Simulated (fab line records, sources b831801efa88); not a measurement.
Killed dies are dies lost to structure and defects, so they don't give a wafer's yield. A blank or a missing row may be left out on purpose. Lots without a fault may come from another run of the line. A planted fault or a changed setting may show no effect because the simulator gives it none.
Tool commonality check | flow sky130 | 13 lots, 39 wafers sampled

WHY IT WAS OPENED
At SKY_NWELL_THK_MEAS_02 the reading NWELL_OXIDATION_THK is flagged on 3 of 13 lots. Wafers without a fault read 9.97 nm, standard deviation 0.16.
Rule: a lot is flagged when every wafer of it that has a number lies more than 4 standard deviations from that mean, or none has a number. The other lots count as sound.

lot  | measured    | on            | NWELL_OXIDATION_THK (nm), wafer by wafer | flag
L662 | day 2 10:37 | film_metro-01 | 9.99 9.90 9.86                           |
L663 | day 2 16:37 | film_metro-03 | 15.78 16.20 16.26                        | FLAGGED
L665 | day 3 13:07 | film_metro-01 | 10.28 10.15 10.06                        |
L671 | day 4 13:19 | film_metro-01 | 9.71 9.90 9.75                           |
L669 | day 4 14:18 | film_metro-03 | 16.68 16.61 16.67                        | FLAGGED
L670 | day 4 15:28 | film_metro-02 | 16.18 16.13 16.17                        | FLAGGED
L674 | day 5 08:59 | film_metro-01 | 10.10 10.20 10.02                        |
L675 | day 5 08:59 | film_metro-02 | 10.17 10.12 10.04                        |
L676 | day 5 16:07 | film_metro-01 | 9.86 9.79 10.06                          |
L679 | day 6 07:23 | film_metro-02 | 10.21 10.15 10.06                        |
L682 | day 6 20:08 | film_metro-01 | 9.96 9.94 9.83                           |
L684 | day 7 11:03 | film_metro-02 | 9.70 9.63 9.67                           |
L685 | day 7 13:09 | film_metro-02 | 9.88 9.93 9.93                           |
The numbers of the flagged lots are 16.30 nm on average: +6.33 nm against the usual, or +40 standard deviations.

WHICH TOOL RAN EACH LOT
The record holds 1 process step before the reading, out of a route of 708 steps. In each cell: the tool, then ch and the chambers that the sampled wafers went through, then the start.
lot  | flag    | SKY_NWELL_OXIDATION_01
L662 |         | furnace-02 ch 0, day 2 09:12
L663 | FLAGGED | furnace-01 ch 0, day 2 13:40
L665 |         | furnace-01 ch 0, day 3 11:43
L671 |         | furnace-02 ch 0, day 4 11:55
L669 | FLAGGED | furnace-01 ch 0, day 4 10:08
L670 | FLAGGED | furnace-02 ch 0, day 4 11:55 and furnace-01 ch 0, day 4 14:04
L674 |         | furnace-02 ch 0, day 5 07:35
L675 |         | furnace-02 ch 0, day 5 07:35
L676 |         | furnace-01 ch 0, day 5 14:41
L679 |         | furnace-02 ch 0, day 6 05:59
L682 |         | furnace-02 ch 0, day 6 18:44
L684 |         | furnace-01 ch 0, day 7 09:40
L685 |         | furnace-02 ch 0, day 7 11:44
What these steps do:
- SKY_NWELL_OXIDATION_01: stabilise 600 s, purge 300 s, target thk 10 nm.
- SKY_NWELL_THK_MEAS_02

FLAGGED OVER TOTAL, TOOL BY TOOL (the gauges that took the reading come last)
step                   | tool          | lots run | flagged | share of the flagged lots | sound lots run after its first flagged lot
SKY_NWELL_OXIDATION_01 | furnace-01    | 6        | 3       | all                       | 3 (L665,L676,L684)
SKY_NWELL_OXIDATION_01 | furnace-02    | 8        | 1       | some                      | 5 (L674,L675,L679,L682,L685)
SKY_NWELL_THK_MEAS_02  | film_metro-01 | 6        | 0       | none                      | -
SKY_NWELL_THK_MEAS_02  | film_metro-02 | 5        | 1       | some                      | 4 (L675,L679,L684,L685)
SKY_NWELL_THK_MEAS_02  | film_metro-03 | 2        | 2       | some                      | 0

WHAT THE TABLE ALLOWS
1 row of the table ran every flagged lot: furnace-01 at SKY_NWELL_OXIDATION_01.
- furnace-01 at SKY_NWELL_OXIDATION_01: 3 of its 6 lots flagged. Sound lots ran on it after the first flagged one (L665, L676, L684), which a lasting fault on the whole tool wouldn't allow.
No row of the table ran every flagged lot and no sound lot after the first.

WHAT THE SIMULATOR HAD PUT IN
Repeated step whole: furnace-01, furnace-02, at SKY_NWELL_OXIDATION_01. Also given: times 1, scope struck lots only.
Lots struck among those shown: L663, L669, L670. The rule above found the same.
